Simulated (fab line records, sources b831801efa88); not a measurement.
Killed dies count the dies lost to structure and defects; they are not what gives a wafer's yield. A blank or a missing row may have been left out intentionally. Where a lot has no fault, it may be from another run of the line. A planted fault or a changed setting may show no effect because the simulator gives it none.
fab line records | flow sky130
record: lots: 6 | wafers: 18 | last_day: 49
route steps=708 shown SD_N@344 SD_P@359 RES_XHIGH@360 PAD_OPEN@708
lots that met no fault: taken from a fault-free run of the same line
start_h: the number of hours between the record's first day and the start of the first shown wafer of the lot | wait_h: hours since the lot's step before | " as in the row above | L1.1+2: several wafers, shown together as one row | - no value present, or no start provided | * or withheld: withheld | < > ~ a bound
route shown NAME@n: a module of which the file shows steps, and the number in the route of the first | usual: average and standard deviation across the fault-free wafers | same: alike in all rows | chamber/n: place in a boat | sites: readings site by site | _std_site: standard deviation across them | _edge_site: the outer-site mean with the inner-site mean subtracted | radius_mm: how far each site lies from the wafer's centre | mask NAME#n: copy n | behind: the most recent tool/chamber to have shaped the wafer | hold: reason for holding the lot/hours on hold/outcome of the hold | device: whichever transistor did not switch (one of n, p or np) | end of line: the same wafers' tests at the end of the route | a step given without rows: its recipe and nothing more | killed: the dies lost at the first sort to structure and to defects; this is not the yield of the wafer | map: a wafer's dies, x killed, . not, _ none there
set.NAME: the setting the step ran with; set.NAME@STEP: the setting that earlier step ran with | model.NAME: the simulator's own value behind a step, which no gauge read
a table for each step, a row for each wafer; lots at some steps of the route
services: a tool's chamber out of use, with start hour (start_h, from the record's first day; less than 0 if before it), hours out, and reason
== steps ==
step: SKY_SD_N_COAT_02
recipe: resist: NOVOLAK | spin_rpm: 3000 | resist_thk_nm: 1140
step: SKY_SD_N_SOFTBAKE_03
recipe: temp_c: 90 | time_s: 60 | resist: NOVOLAK
step: SKY_SD_N_EXPOSE_04
recipe: mask_id: NSDM | na: 0.6 | source_shape: conventional | sigma_outer: 0.6 | polarization: unpolarized | target_cd_nm: 380 | dose_mj: 141
step: SKY_SD_N_PEB_05
recipe: temp_c: withheld | time_s: * | resist: NOVOLAK
step: SKY_SD_N_DEVELOP_06
recipe: resist: NOVOLAK | developer: TMAH | develop_time_s: 60 | dev_temp_c: 23
step: SKY_SD_N_CD_MEAS_07
recipe: target_cd_nm: 380
usual: cd_nm: 379.8/2.6
lot.wafer | tool      | chamber | start_h | wait_h | cd_nm
L456.2    | cd_sem-02 | -       | 652.16  | 0.1    | 376.6
L456.3    | "         | -       | "       | "      | 377.3
L456.6    | "         | -       | "       | "      | 376.9
L458.1    | cd_sem-02 | -       | 667.25  | 0.1    | 378.3
L458.4    | "         | -       | "       | "      | 378.0
L458.6    | "         | -       | "       | "      | 378.8
L461.3    | cd_sem-02 | -       | 691.34  | 0.1    | 382.5
L461.5    | "         | -       | "       | "      | 380.3
L461.6    | "         | -       | "       | "      | 379.4
L464.1    | cd_sem-02 | -       | 723.59  | 0.1    | 381.7
L464.4    | "         | -       | "       | "      | 381.6
L464.5    | "         | -       | "       | "      | 379.4
L470.1    | cd_sem-01 | -       | 781.72  | 0.1    | 380.0
L470.2    | "         | -       | "       | "      | 378.2
L470.3    | "         | -       | "       | "      | 379.7
L472.1    | cd_sem-02 | -       | 799.92  | 0.1    | 381.0
L472.4    | "         | -       | "       | "      | 381.9
L472.5    | "         | -       | "       | "      | 381.1
step: SKY_SD_N_OVL_MEAS_08
usual: SD_N_OVL: 0.6/1.5
lot.wafer | tool       | chamber | start_h | wait_h | SD_N_OVL[nm]
L456.2    | overlay-02 | -       | 652.26  | 0.1    | 1.2
L456.3    | "          | -       | "       | "      | 1.5
L456.6    | "          | -       | "       | "      | 2.4
L458.1    | overlay-01 | -       | 667.37  | 0.1    | 0.3
L458.4    | "          | -       | "       | "      | -0.4
L458.6    | "          | -       | "       | "      | -0.9
L461.3    | overlay-01 | -       | 691.43  | 0.1    | 1.5
L461.5    | "          | -       | "       | "      | 1.9
L461.6    | "          | -       | "       | "      | 0.5
L464.1    | overlay-02 | -       | 723.71  | 0.1    | -0.8
L464.4    | "          | -       | "       | "      | -1.4
L464.5    | "          | -       | "       | "      | 0.9
L470.1    | overlay-02 | -       | 781.84  | 0.1    | 0.4
L470.2    | "          | -       | "       | "      | 0.8
L470.3    | "          | -       | "       | "      | 1.4
L472.1    | overlay-01 | -       | 800.04  | 0.1    | 0.6
L472.4    | "          | -       | "       | "      | -0.6
L472.5    | "          | -       | "       | "      | -0.6
step: SKY_SD_N_IMPLANT_09
recipe: species: As | energy_kev: 50 | dose_cm2: 4e+15 | tilt_deg: 0
step: SKY_SD_N_IMPLANT_10
recipe: species: P | energy_kev: 20 | dose_cm2: 1e+14 | tilt_deg: 0
step: SKY_SD_N_STRIP_11
recipe: chemistry: O2/N2 | power_w: 1400 | pressure_mtorr: 1500 | platen_temp_c: withheld | o2_flow_sccm: 3000 | n2_flow_sccm: 300 | overash_fraction: 0.5
usual: drypump_motor_current_A: 5.8/0.36 | oes_product_au: 0.527/0.0043 | strip_time_to_endpoint_s: 22.54/0.035
lot.wafer | tool            | chamber | start_h | wait_h | drypump_motor_current_A | oes_product_au | rf_hours_counter_h | strip_time_to_endpoint_s
L456.2    | plasma_asher-03 | 0       | 652.59  | 0.1    | 6.5                     | 0.531          | 93                 | 22.52
L456.3    | "               | 1       | "       | "      | 5.8                     | 0.533          | -                  | 22.59
L456.6    | "               | 0       | "       | "      | 6.5                     | 0.521          | -                  | 22.58
L458.1    | plasma_asher-01 | 0       | 667.71  | 0.1    | 5.1                     | 0.528          | 86                 | 22.54
L458.4    | "               | 0       | "       | "      | 5.1                     | 0.528          | -                  | 22.55
L458.6    | "               | 1       | "       | "      | 5.8                     | 0.534          | -                  | 22.54
L461.3    | plasma_asher-04 | 1       | 691.79  | 0.1    | 5.9                     | 0.527          | -                  | 22.57
L461.5    | "               | 1       | "       | "      | 5.9                     | 0.521          | -                  | 22.58
L461.6    | "               | 0       | "       | "      | 5.7                     | 0.526          | -                  | 22.56
L464.1    | plasma_asher-04 | 0       | 724.04  | 0.1    | 5.7                     | 0.523          | 60                 | 22.51
L464.4    | "               | 1       | "       | "      | 5.9                     | 0.532          | -                  | 22.54
L464.5    | "               | 1       | "       | "      | 5.9                     | 0.534          | -                  | 22.56
L470.1    | plasma_asher-04 | 1       | 782.18  | 0.1    | 5.9                     | 0.533          | 64                 | 22.50
L470.2    | "               | 0       | "       | "      | 5.6                     | 0.526          | 64                 | 22.56
L470.3    | "               | 0       | "       | "      | 5.7                     | 0.514          | -                  | 22.52
L472.1    | plasma_asher-04 | 1       | 800.38  | 0.1    | 5.9                     | 0.525          | 66                 | 22.52
L472.4    | "               | 1       | "       | "      | 5.9                     | 0.526          | -                  | 22.50
L472.5    | "               | 0       | "       | "      | 5.7                     | 0.529          | -                  | 22.48
step: SKY_SD_N_TW_MEAS_12
usual: SD_N_TW: 3971/41
lot.wafer | tool          | chamber | start_h | wait_h | SD_N_TW
L456.2    | film_metro-02 | -       | 652.70  | 0.1    | 3919
L456.3    | "             | -       | "       | "      | 3937
L456.6    | "             | -       | "       | "      | 3936
L458.1    | film_metro-02 | -       | 667.81  | 0.1    | 3963
L458.4    | "             | -       | "       | "      | 3937
L458.6    | "             | -       | "       | "      | 3939
L461.3    | film_metro-03 | -       | 691.88  | 0.1    | 4043
L461.5    | "             | -       | "       | "      | 4027
L461.6    | "             | -       | "       | "      | 4007
L464.1    | film_metro-02 | -       | 724.14  | 0.1    | 3928
L464.4    | "             | -       | "       | "      | 3926
L464.5    | "             | -       | "       | "      | 3929
L470.1    | film_metro-03 | -       | 782.28  | 0.1    | 4010
L470.2    | "             | -       | "       | "      | 4024
L470.3    | "             | -       | "       | "      | 4042
L472.1    | film_metro-03 | -       | 800.48  | 0.1    | 4003
L472.4    | "             | -       | "       | "      | 3997
L472.5    | "             | -       | "       | "      | 4012
step: SKY_SD_N_CLEAN_13
recipe: chemistry: SC1/SC2 | mix: 1:4:20 | temp_c: 70 | time_s: 150 | dry: n2_spin
step: SKY_SD_N_RTA_14
recipe: temp_c: 1075 | time_s: 2 | idle_temp_c: 650 | ramp_up_c_per_s: 150 | ramp_down_c_per_s: 90 | ambient: N2
usual: lamp_power_pct: 15.74/0.054 | ramp_up_c_per_s: 150.00/0.028 | wafer_temp_C_max: 1078.1/1.5
lot.wafer | tool          | chamber | start_h | wait_h | lamp_power_pct | ramp_up_c_per_s | wafer_temp_C_max
L456.2    | rtp_anneal-02 | 0       | 652.81  | 0.0    | 15.78          | 150.03          | 1080.9
L456.3    | "             | 0       | "       | "      | 15.71          | 150.04          | 1077.9
L456.6    | "             | 0       | "       | "      | 15.68          | 149.99          | 1078.1
L458.1    | rtp_anneal-02 | 0       | 667.92  | 0.0    | 15.68          | 149.98          | 1078.3
L458.4    | "             | 0       | "       | "      | 15.82          | 150.00          | 1076.1
L458.6    | "             | 0       | "       | "      | 15.78          | 149.97          | 1076.9
L461.3    | rtp_anneal-01 | 0       | 691.99  | 0.0    | 15.76          | 149.99          | 1077.2
L461.5    | "             | 0       | "       | "      | 15.75          | 149.98          | 1076.4
L461.6    | "             | 0       | "       | "      | 15.67          | 149.98          | 1076.3
L464.1    | rtp_anneal-02 | 0       | 724.25  | 0.0    | 15.76          | 150.02          | 1077.8
L464.4    | "             | 0       | "       | "      | 15.75          | 149.97          | 1077.2
L464.5    | "             | 0       | "       | "      | 15.79          | 150.05          | 1079.0
L470.1    | rtp_anneal-01 | 0       | 782.39  | 0.0    | 15.95          | 150.02          | 1088.2
L470.2    | "             | 0       | "       | "      | 15.81          | 149.98          | 1088.7
L470.3    | "             | 0       | "       | "      | 15.87          | 150.02          | 1086.1
L472.1    | rtp_anneal-01 | 0       | 800.64  | 0.0    | 15.78          | 150.02          | 1087.1
L472.4    | "             | 0       | "       | "      | 15.84          | 150.00          | 1088.5
L472.5    | "             | 0       | "       | "      | 15.89          | 150.07          | 1088.2
step: SKY_SD_N_RS_MEAS_16
recipe: thk_meas_gauge: four-point-probe
usual: SD_N_RS: 68.54/0.13
lot.wafer | tool          | chamber | start_h | wait_h | SD_N_RS[ohm/sq]
L456.2    | film_metro-04 | -       | 653.00  | 0.1    | 68.46
L456.3    | "             | -       | "       | "      | 68.66
L456.6    | "             | -       | "       | "      | 68.62
L458.1    | film_metro-04 | -       | 668.10  | 0.1    | 68.60
L458.4    | "             | -       | "       | "      | 68.80
L458.6    | "             | -       | "       | "      | 68.73
L461.3    | film_metro-03 | -       | 692.18  | 0.1    | 68.53
L461.5    | "             | -       | "       | "      | 68.52
L461.6    | "             | -       | "       | "      | 68.44
L464.1    | film_metro-04 | -       | 724.43  | 0.1    | 68.55
L464.4    | "             | -       | "       | "      | 68.55
L464.5    | "             | -       | "       | "      | 68.52
L470.1    | film_metro-02 | -       | 782.56  | 0.1    | 66.65
L470.2    | "             | -       | "       | "      | 66.79
L470.3    | "             | -       | "       | "      | 66.75
L472.1    | film_metro-02 | -       | 800.81  | 0.1    | 66.57
L472.4    | "             | -       | "       | "      | 66.73
L472.5    | "             | -       | "       | "      | 66.63
step: SKY_SD_N_RS_MEAS_17
recipe: thk_meas_gauge: four-point-probe
usual: SD_P_RS: 147.0/0.41
lot.wafer | tool          | chamber | start_h | wait_h | SD_P_RS[ohm/sq]
L456.2    | film_metro-04 | -       | 653.12  | 0.1    | 147.0
L456.3    | "             | -       | "       | "      | 146.7
L456.6    | "             | -       | "       | "      | 147.1
L458.1    | film_metro-04 | -       | 668.22  | 0.1    | 147.0
L458.4    | "             | -       | "       | "      | 147.2
L458.6    | "             | -       | "       | "      | 147.2
L461.3    | film_metro-03 | -       | 692.30  | 0.1    | 146.6
L461.5    | "             | -       | "       | "      | 146.8
L461.6    | "             | -       | "       | "      | 146.6
L464.1    | film_metro-04 | -       | 724.55  | 0.1    | 146.6
L464.4    | "             | -       | "       | "      | 146.8
L464.5    | "             | -       | "       | "      | 146.4
L470.1    | film_metro-02 | -       | 782.68  | 0.1    | 138.0
L470.2    | "             | -       | "       | "      | 138.2
L470.3    | "             | -       | "       | "      | 138.2
L472.1    | film_metro-02 | -       | 800.93  | 0.1    | 137.6
L472.4    | "             | -       | "       | "      | 137.7
L472.5    | "             | -       | "       | "      | 137.5
step: SKY_SD_N_RS_MEAS_18
recipe: thk_meas_gauge: four-point-probe
usual: RES_XHIGH_RS: 333.1/1.3
lot.wafer | tool          | chamber | start_h | wait_h | RES_XHIGH_RS[ohm/sq]
L456.2    | film_metro-04 | -       | 653.24  | 0.1    | 331.5
L456.3    | "             | -       | "       | "      | 333.2
L456.6    | "             | -       | "       | "      | 331.5
L458.1    | film_metro-04 | -       | 668.34  | 0.1    | 332.4
L458.4    | "             | -       | "       | "      | 335.6
L458.6    | "             | -       | "       | "      | 334.2
L461.3    | film_metro-03 | -       | 692.42  | 0.1    | 332.4
L461.5    | "             | -       | "       | "      | 330.3
L461.6    | "             | -       | "       | "      | 332.5
L464.1    | film_metro-04 | -       | 724.67  | 0.1    | 333.6
L464.4    | "             | -       | "       | "      | 333.2
L464.5    | "             | -       | "       | "      | 333.1
L470.1    | film_metro-02 | -       | 782.80  | 0.1    | 330.5
L470.2    | "             | -       | "       | "      | 331.0
L470.3    | "             | -       | "       | "      | 331.3
L472.1    | film_metro-02 | -       | 801.05  | 0.1    | 332.1
L472.4    | "             | -       | "       | "      | 331.0
L472.5    | "             | -       | "       | "      | 331.4
step: SKY_PAD_OPEN_PROBE_99
usual: killed_at_M0_to_M3: 42/6.4 | killed_at_M4_up: 3.0/2 | killed_at_contacts: 24/5.2 | killed_at_front_end: 14/4.2 | killed_at_other: 0.4/0.72 | killed_dies: 84/9 | killed_open: 46/6.6 | killed_short: 38/6
same: gross_dies: 492 | killed_at_back_side: 0
lot.wafer | tool      | chamber | start_h | wait_h | killed_at_M0_to_M3 | killed_at_M4_up | killed_at_contacts | killed_at_front_end | killed_at_other | killed_dies | killed_open | killed_short | model.etest.res_xhigh_po.line_ohm_um | model.etest.res_xhigh_po.rs_ohm_sq | model.etest.pfet_01v8.r_on_ohm_um | model.etest.res_pdiff.line_ohm_um | model.etest.res_high_po.line_ohm_um | model.etest.licon_high_po.rc_ohm | model.etest.res_ndiff.line_ohm_um | model.etest.res_high_po.rs_ohm_sq
L456.2    | prober-02 | -       | 1081.20 | 0.1    | 45                 | 3               | 36                 | 12                  | 0               | 96          | 55          | 41           | 5877                                 | 2039                               | 2822                              | 1329                              | 757.1                               | 359.2                            | 746.6                             | 263.4
L456.3    | prober-02 | -       | 1081.25 | 0.2    | 46                 | 3               | 35                 | 13                  | 0               | 97          | 55          | 42           | 5712                                 | 1995                               | 2854                              | 1342                              | 744.6                               | 360.8                            | 763.6                             | 259.8
L456.6    | prober-02 | -       | 1081.40 | 0.2    | 43                 | 5               | 29                 | 17                  | 0               | 94          | 54          | 40           | 5584                                 | 1961                               | 2866                              | 1326                              | 733.1                               | 365.8                            | 751.2                             | 260
L458.1    | prober-02 | -       | 1092.25 | 0.1    | 39                 | 2               | 24                 | 16                  | 1               | 82          | 55          | 27           | 5602                                 | 1962                               | 2872                              | 1341                              | 730.9                               | 355.6                            | 750.7                             | 256.3
L458.4    | prober-02 | -       | 1092.40 | 0.2    | 45                 | 4               | 28                 | 19                  | 0               | 96          | 54          | 42           | 5669                                 | 1986                               | 2854                              | 1362                              | 733.9                               | 325.9                            | 774.2                             | 256.1
L458.6    | prober-02 | -       | 1092.50 | 0.2    | 30                 | 0               | 36                 | 7                   | 0               | 73          | 37          | 36           | 5822                                 | 2062                               | 2926                              | 1347                              | 731.7                               | 360.9                            | 758.5                             | 262.5
L461.3    | prober-01 | -       | 1109.32 | 0.2    | 49                 | 1               | 27                 | 17                  | 0               | 94          | 62          | 32           | 5806                                 | 2023                               | 2887                              | 1357                              | 747.8                               | 343.6                            | 748.9                             | 262.9
L461.5    | prober-01 | -       | 1109.42 | 0.2    | 34                 | 1               | 26                 | 8                   | 0               | 69          | 36          | 33           | 5759                                 | 2019                               | 2994                              | 1372                              | 756.9                               | 370.8                            | 743.7                             | 266
L461.6    | prober-01 | -       | 1109.47 | 0.2    | 43                 | 0               | 27                 | 16                  | 0               | 86          | 49          | 36           | 6058                                 | 2095                               | 2913                              | 1370                              | 765.7                               | 347.9                            | 734.1                             | 270
L464.1    | prober-02 | -       | 1130.46 | 0.1    | 54                 | 5               | 16                 | 13                  | 0               | 88          | 45          | 42           | 5858                                 | 2061                               | 3012                              | 1372                              | 746.4                               | 356.7                            | 752.5                             | 264.2
L464.4    | prober-02 | -       | 1130.61 | 0.2    | 37                 | 0               | 21                 | 11                  | 1               | 70          | 37          | 33           | 5980                                 | 2099                               | 2945                              | 1364                              | 770.3                               | 361.2                            | 761.5                             | 270.4
L464.5    | prober-02 | -       | 1130.66 | 0.2    | 38                 | 4               | 22                 | 16                  | 0               | 80          | 45          | 35           | 5888                                 | 2039                               | 2983                              | 1375                              | 758.5                               | 332.4                            | 753.6                             | 263.5
L470.1    | prober-02 | -       | 1172.51 | 0.1    | 47                 | 0               | 25                 | 21                  | 1               | 94          | 53          | 41           | 5269                                 | 1831                               | 2671                              | 1294                              | 707.4                               | 304.6                            | 736.7                             | 244.7
L470.2    | prober-02 | -       | 1172.56 | 0.1    | 41                 | 3               | 25                 | 19                  | 0               | 88          | 47          | 41           | 5320                                 | 1877                               | 2664                              | 1305                              | 710.6                               | 322.1                            | 756.6                             | 249.3
L470.3    | prober-02 | -       | 1172.61 | 0.2    | 51                 | 2               | 36                 | 12                  | 0               | 101         | 48          | 53           | 5049                                 | 1779                               | 2705                              | 1246                              | 679.5                               | 324.4                            | 731.2                             | 239.7
L472.1    | prober-02 | -       | 1183.58 | 0.1    | 27                 | 3               | 20                 | 10                  | 0               | 60          | 31          | 29           | 5110                                 | 1783                               | 2782                              | 1316                              | 695.7                               | 309.7                            | 748                               | 243.1
L472.4    | prober-02 | -       | 1183.73 | 0.2    | 47                 | 0               | 30                 | 9                   | 0               | 86          | 46          | 40           | 5147                                 | 1793                               | 2754                              | 1327                              | 705.1                               | 309.7                            | 743                               | 247.6
L472.5    | prober-02 | -       | 1183.78 | 0.2    | 49                 | 0               | 29                 | 10                  | 1               | 89          | 46          | 42           | 5173                                 | 1796                               | 2756                              | 1327                              | 705.9                               | 306.4                            | 745.2                             | 245.1
killed by level:class
L456.2 CONTACT:geometric_particle:open=16 VIA1:geometric_particle:open=9 LI_CONTACT:geometric_particle:open=7 VIA3:geometric_particle:open=6 METAL1:geometric_particle:short=5 VIA1:geometric_particle:short=5 FIELD_ISO:geometric_particle:open=4 LI_CONTACT:geometric_particle:short=4
L456.3 CONTACT:geometric_particle:open=12 VIA1:geometric_particle:open=9 CONTACT:geometric_particle:short=7 METAL2:geometric_particle:short=7 METAL2:geometric_particle:open=7 POLY_GATE:geometric_particle:short=6 LI_CONTACT:geometric_particle:open=6 METAL1:geometric_particle:short=6
L456.6 CONTACT:geometric_particle:open=13 VIA1:geometric_particle:open=10 LOCAL_INTERCONNECT:geometric_particle:short=9 VIA3:geometric_particle:open=8 METAL1:geometric_particle:short=6 FIELD_ISO:geometric_particle:short=5 FIELD_ISO:geometric_particle:open=4 METAL3:geometric_particle:short=4
L458.1 VIA1:geometric_particle:open=12 CONTACT:geometric_particle:open=9 VIA3:geometric_particle:open=7 VIA2:geometric_particle:open=7 LI_CONTACT:geometric_particle:open=5 LOCAL_INTERCONNECT:geometric_particle:short=5 FIELD_ISO:geometric_particle:open=4 POLY_GATE:geometric_particle:open=4
L458.4 CONTACT:geometric_particle:open=9 FIELD_ISO:geometric_particle:open=8 LI_CONTACT:geometric_particle:open=8 LOCAL_INTERCONNECT:geometric_particle:short=7 VIA3:geometric_particle:open=7 VIA2:geometric_particle:short=7 VIA1:geometric_particle:short=6 METAL2:geometric_particle:short=6
L458.6 CONTACT:geometric_particle:open=11 LI_CONTACT:geometric_particle:open=8 LOCAL_INTERCONNECT:geometric_particle:short=8 CONTACT:geometric_particle:short=7 METAL1:geometric_particle:short=7 VIA1:geometric_particle:open=6 METAL2:geometric_particle:short=5 VIA2:geometric_particle:open=4
L461.3 VIA1:geometric_particle:open=15 VIA3:geometric_particle:open=11 CONTACT:geometric_particle:open=10 METAL1:geometric_particle:short=8 LI_CONTACT:geometric_particle:open=6 VIA2:geometric_particle:open=6 SPACER:geometric_particle:open=5 LOCAL_INTERCONNECT:geometric_particle:short=5
L461.5 VIA1:geometric_particle:open=10 METAL1:geometric_particle:short=6 LI_CONTACT:geometric_particle:short=5 LOCAL_INTERCONNECT:geometric_particle:short=5 CONTACT:geometric_particle:short=5 CONTACT:geometric_particle:open=5 FIELD_ISO:geometric_particle:open=4 LOCAL_INTERCONNECT:geometric_particle:open=4
L461.6 LOCAL_INTERCONNECT:geometric_particle:short=10 VIA1:geometric_particle:open=9 CONTACT:geometric_particle:open=8 VIA2:geometric_particle:open=7 VIA3:geometric_particle:open=6 LI_CONTACT:geometric_particle:open=6 METAL2:geometric_particle:short=6 FIELD_ISO:geometric_particle:short=4
L464.1 VIA1:geometric_particle:open=13 METAL1:geometric_particle:short=10 VIA2:geometric_particle:open=8 CONTACT:geometric_particle:open=8 METAL2:geometric_particle:short=5 VIA3:geometric_particle:open=5 POLY_GATE:geometric_particle:short=4 CONTACT:geometric_particle:short=4
L464.4 LOCAL_INTERCONNECT:geometric_particle:short=9 VIA2:geometric_particle:open=9 VIA1:geometric_particle:open=7 LI_CONTACT:geometric_particle:open=6 VIA3:geometric_particle:open=6 POLY_GATE:geometric_particle:short=5 METAL1:geometric_particle:short=5 METAL2:geometric_particle:short=4
L464.5 CONTACT:geometric_particle:open=9 VIA1:geometric_particle:open=8 CONTACT:geometric_particle:short=5 VIA3:geometric_particle:open=5 FIELD_ISO:geometric_particle:short=4 POLY_GATE:geometric_particle:open=4 LOCAL_INTERCONNECT:geometric_particle:short=4 METAL1:geometric_particle:short=4
L470.1 CONTACT:geometric_particle:open=12 VIA3:geometric_particle:open=9 LI_CONTACT:geometric_particle:open=7 VIA1:geometric_particle:open=7 VIA1:geometric_particle:short=6 FIELD_ISO:geometric_particle:short=5 METAL3:geometric_particle:short=5 METAL1:geometric_particle:short=5
L470.2 CONTACT:geometric_particle:open=10 VIA1:geometric_particle:open=9 LI_CONTACT:geometric_particle:open=7 VIA1:geometric_particle:short=7 LOCAL_INTERCONNECT:geometric_particle:short=6 VIA2:geometric_particle:open=6 METAL1:geometric_particle:short=5 VIA3:geometric_particle:open=5
L470.3 VIA1:geometric_particle:open=10 LI_CONTACT:geometric_particle:open=9 CONTACT:geometric_particle:open=8 METAL1:geometric_particle:short=7 CONTACT:geometric_particle:short=7 METAL2:geometric_particle:short=7 LI_CONTACT:geometric_particle:short=6 VIA3:geometric_particle:open=6
L472.1 VIA1:geometric_particle:open=6 METAL1:geometric_particle:short=6 LI_CONTACT:geometric_particle:open=5 CONTACT:geometric_particle:open=5 METAL2:geometric_particle:short=5 CONTACT:geometric_particle:short=4 FIELD_ISO:geometric_particle:short=3 POLY_GATE:geometric_particle:open=3
L472.4 VIA1:geometric_particle:open=13 VIA2:geometric_particle:open=8 LOCAL_INTERCONNECT:geometric_particle:short=7 VIA3:geometric_particle:open=7 CONTACT:geometric_particle:short=6 CONTACT:geometric_particle:open=6 METAL2:geometric_particle:short=6 LI_CONTACT:geometric_particle:short=5
L472.5 VIA1:geometric_particle:open=8 CONTACT:geometric_particle:open=8 METAL1:geometric_particle:short=8 VIA1:geometric_particle:short=8 VIA3:geometric_particle:open=8 LI_CONTACT:geometric_particle:open=7 METAL2:geometric_particle:short=5 FIELD_ISO:geometric_particle:short=4
== services ==
tool            | chamber | start_h | hours | kind
plasma_asher-01 | -       | 659.03  | 2.8   | pm
plasma_asher-03 | -       | 733.75  | 9.0   | pm
plasma_asher-03 | 0       | 733.75  | 9.0   | vent_cycle
plasma_asher-03 | 1       | 733.75  | 9.0   | vent_cycle
plasma_asher-03 | 0       | 742.75  | -     | clean
plasma_asher-03 | 1       | 742.75  | -     | clean
plasma_asher-04 | -       | 764.56  | 15.6  | pm
== key ==
first_sign: step: SKY_SD_N_RTA_14 | reading: wafer_temp_C_max | direction: up | sigmas: 6.6 | usual: * | struck: *
effect: step: SKY_SD_N_RTA_14 | reading: lamp_power_pct | direction: up | sigmas: 2.1 | usual: 15.74 | struck: 15.85
effect: step: SKY_SD_N_RS_MEAS_16 | reading: SD_N_RS | direction: down | sigmas: 15 | usual: 68.54 | struck: 66.68
effect: step: SKY_SD_N_RS_MEAS_17 | reading: SD_P_RS | direction: down | sigmas: 22 | usual: 147.0 | struck: 137.9
model_effect: step: SKY_PAD_OPEN_PROBE_99 | value: etest.res_xhigh_po.line_ohm_um | without: 5719 | struck: 5178
met_at SKY_SD_N_RTA_14
struck_wafers L470.1,L470.2,L470.3,L472.1,L472.4,L472.5
tester_left_out L470,L472
onset_between 691.99 782.39
fault: kind: process_parameter_drift | tool: rtp_anneal-01 | chamber: - | onset_h: 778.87 | steps: SKY_SD_N_RTA_14 | channel: temp_c | offset: * | shape: step | end_h: 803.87 | acts_in: * | stated: *
tester_left_out: of these lots the tester's yield and bins aren't shown, on N5 and GAA mostly nor the transistor test; their killed dies are dies lost to structure and defects alone, not to doping, threshold or leakage, so they don't give the yield
